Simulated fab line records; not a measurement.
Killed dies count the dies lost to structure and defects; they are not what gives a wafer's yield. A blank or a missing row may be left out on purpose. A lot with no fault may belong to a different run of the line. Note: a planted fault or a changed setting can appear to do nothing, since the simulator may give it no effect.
Comparing a struck lot with a sound one + flow sky130 + 25 steps out of a route of 708
Sound: these wafers, L440.1, L440.2, L440.6. Struck: wafers L431.1, L431.4, L431.5. The cause is given at the end.
Per side, at each step with rows, come the tool, then ch with its chambers, and then its first start. Under that, the readings that differ: sound wafers + struck wafers + difference of the means + sigmas: that difference in standard deviations of wafers without a fault.
alike: a reading whose means differ by less than 2 such deviations, as well as words and numbers matching on both sides. not compared: withheld readings; readings where some wafer has no value; bounds like >300 that might hide an equal value; numbers whose values overlap and for which the record gives no deviation.
Wherever a step has rows on one side only, a row that says differs or no value, or a row with sigmas, the two part there. Non-overlapping numbers with no deviation appear without sigmas and do not part them. A reading missing from all wafers of one side parts the sides only when that side holds two or more wafers.

first, 1 step without rows for these wafers: SKY_VIA2_SPUTTER_20 (material TiN, target thk 20 nm, time 80 s).
SKY_VIA2_CVD_21: deposits W, target thk 420 nm, time 126.4 s.
  sound on cvd_w-01 ch 0,1, day 42 08:31; struck on cvd_w-01 ch 0,1, day 39 14:18
  alike: heater_power_w, susceptor_temp_C
SKY_VIA2_RS_MEAS_22: uses a four-point probe to measure.
  struck on film_metro-04, day 39 14:26; sound on film_metro-04, day 42 08:38
  alike: VIA2_W_RS
SKY_VIA2_THK_MEAS_23: measures by xrf.
  struck on film_metro-04, day 39 14:33; sound on film_metro-04, day 42 08:46
  alike: VIA2_W_THK
SKY_VIA2_CMP_24: polishes, stops on SiO2, t overpolish 20 s, target thk 0 nm.
  sound on cmp-01 ch 0,1,3, day 42 08:55; struck on cmp-01 ch 0,1,3, day 39 14:37
  alike: motor_current_A, overpolish_run_s, retaining_ring_pressure_frac, time_to_endpoint_s
then, 3 steps without rows for these wafers: SKY_METAL3_SPUTTER_00 (material Ti, target thk 15 nm, time 10 s); SKY_METAL3_SPUTTER_01 (material TiN, target thk 20 nm, time 16.7 s); SKY_METAL3_SPUTTER_02 (material AlCu, target thk 735 nm, time 39.1 s).
SKY_METAL3_SPUTTER_03: material Ti, target thk 5 nm, time 3.3 s.
  struck on pvd_sputter-01, day 39 15:00; sound on pvd_sputter-01, day 42 09:13
  alike: cathode_dc_power_W, chamber_pressure_pa, throttle_valve_pct
then, 1 step without rows for these wafers: SKY_METAL3_SPUTTER_04 (material TiN, target thk 70 nm, time 58.3 s).
SKY_CAPM_CVD_00: deposits SiO2, target thk 15.5 nm.
  sound on pecvd-02 ch 0,1, day 42 09:17; struck on pecvd-02 ch 0,1,2, day 39 15:04
  alike: heater_power_w, susceptor_temp_C
SKY_CAPM_THK_MEAS_01:
  struck on film_metro-04, day 39 15:05; sound on film_metro-02, day 42 09:18
  alike: CAPM_CVD_00_THK
SKY_CAPM_SPUTTER_02: material TiN, target thk 200 nm, time 166.7 s.
  struck on pvd_sputter-04, day 39 15:08; sound on pvd_sputter-03, day 42 09:22
  no value came back on the struck wafers for cathode_dc_power_W (W), chamber_pressure_pa (Pa), susceptor_temp_C (C), throttle_valve_pct (%); on the sound wafers cathode_dc_power_W (W) reads 6500.7 6500.9 6500.7
SKY_CAPM_RS_MEAS_03: uses a four-point probe to measure.
  struck on film_metro-02, day 39 15:15; sound on film_metro-04, day 42 09:28
| reading              | sound          | struck | difference                    | sigmas |
|----------------------|----------------|--------|-------------------------------|--------|
| CAPM_TIN_RS (ohm/sq) | 6.88 6.89 6.88 | - - -  | no value on the struck wafers |        |
SKY_CAPM_THK_MEAS_04: measures by xrf.
  struck on film_metro-02, day 39 15:22; sound on film_metro-04, day 42 09:35
| reading           | sound             | struck         | difference | sigmas |
|-------------------|-------------------|----------------|------------|--------|
| CAPM_TIN_THK (nm) | 201.1 201.7 201.5 | <0.0 <0.0 <0.0 | differs    |        |
then, 7 steps without rows for these wafers: SKY_CAPM_DEHYDRATE_05 (time 60 s); SKY_CAPM_HMDS_06 (prime time 60 s); SKY_CAPM_COAT_07 (resist thk 1140 nm); SKY_CAPM_SOFTBAKE_08 (time 60 s); SKY_CAPM_EXPOSE_09 (exposes mask CAPM, target cd 1000 nm); SKY_CAPM_PEB_10; SKY_CAPM_DEVELOP_11 (develop time 60 s).
SKY_CAPM_OVL_MEAS_12:
  struck on overlay-01, day 40 15:40; sound on overlay-01, day 43 08:13
  alike: CAPM_OVL
SKY_CAPM_METAL_ETCH_13: etches TiN in Cl2/BCl3, stops on SiO2, target depth 220 nm, time 62.9 s.
  sound on rie_metal-04 ch 0,1, day 43 08:15; struck on rie_metal-02 ch 0,1, day 40 15:42
| reading                | sound                | struck               | difference | sigmas |
|------------------------|----------------------|----------------------|------------|--------|
| oes_product_au (a.u.)  | 0.946 0.949 0.939    | 0.367 0.376 0.375    | -0.572     | -77    |
| throttle_valve_pct (%) | 21.892 21.898 21.899 | 22.261 22.249 22.266 | +0.362     | +36    |
  alike: bias_w, drypump_motor_current_A
  not compared: rf_hours_counter_h
SKY_CAPM_STRIP_14: strips in O2/N2.
  sound on plasma_asher-03 ch 0,1, day 43 08:20; struck on plasma_asher-02 ch 0,1, day 40 15:47
  alike: drypump_motor_current_A, oes_product_au, strip_time_to_endpoint_s
  not compared: rf_hours_counter_h

WHERE THEY PART
Earliest at SKY_CAPM_SPUTTER_02; latest, in this record, at SKY_CAPM_METAL_ETCH_13. Later steps at which nothing parts them and some readings are alike: SKY_CAPM_STRIP_14.

WHY: whatever the simulator had introduced
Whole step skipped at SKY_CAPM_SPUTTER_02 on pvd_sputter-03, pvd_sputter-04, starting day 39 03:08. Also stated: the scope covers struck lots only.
